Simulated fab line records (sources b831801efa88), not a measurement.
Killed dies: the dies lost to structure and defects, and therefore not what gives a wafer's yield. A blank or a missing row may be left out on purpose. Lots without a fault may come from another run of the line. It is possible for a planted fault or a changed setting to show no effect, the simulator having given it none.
Chamber matching :: flow gf180mcu :: 4 sister chambers for GF_V1_CMP_26 on cmp-01
The step polishes, stops on SiO2, t overpolish 15 s, target thk 0 nm. 4 wafers are shown with their chamber, then 8 later ones without.

WAFERS WITH THEIR CHAMBER
wafer: L143.1
chamber: 3
motor_current_A (A): 9.4

wafer: L143.3
chamber: 0
motor_current_A (A): 11.8

wafer: L143.4
chamber: 1
motor_current_A (A): 10.0

wafer: L146.4
chamber: 2
motor_current_A (A): 12.2

WAFERS WITH NO CHAMBER GIVEN
wafer: L146.5
motor_current_A (A): 13.2

wafer: L146.6
motor_current_A (A): 10.5

wafer: L147.3
motor_current_A (A): 9.6

wafer: L147.5
motor_current_A (A): 9.9

wafer: L147.6
motor_current_A (A): 11.4

wafer: L148.2
motor_current_A (A): 12.7

wafer: L148.4
motor_current_A (A): 10.1

wafer: L148.5
motor_current_A (A): 11.8

CHAMBER TAKEN BY EACH
wafer: L146.5
from the rows above: can't be placed: 2 or 0
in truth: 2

wafer: L146.6
from the rows above: can't be placed: 1 or 3 or 0
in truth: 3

wafer: L147.3
from the rows above: can't be placed: 3 or 1
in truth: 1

wafer: L147.5
from the rows above: can't be placed: 1 or 3
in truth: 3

wafer: L147.6
from the rows above: can't be placed: 0 or 2
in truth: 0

wafer: L148.2
from the rows above: can't be placed: 2 or 0
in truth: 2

wafer: L148.4
from the rows above: can't be placed: 1 or 3
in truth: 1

wafer: L148.5
from the rows above: can't be placed: 0 or 2
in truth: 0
Correctly placed: 0 of 8. Unplaceable from these rows: 8, with the true chamber sitting among the candidates in 8. Number placed wrongly: 0.
How it was worked out, from the rows above alone: a wafer's distance from a chamber is the root of the sum, over the readings, of the square of ((its reading less the chamber's mean) divided by the reading's scatter). If the next closest chamber is less than 2 further off than the closest, the wafer can't be placed; otherwise it belongs to the closest. Each chamber's mean is taken over the wafers shown for it. The scatter (one wafer shown for each chamber): square how far every hidden wafer sits from the nearest shown wafer, average those squares and take the square root.
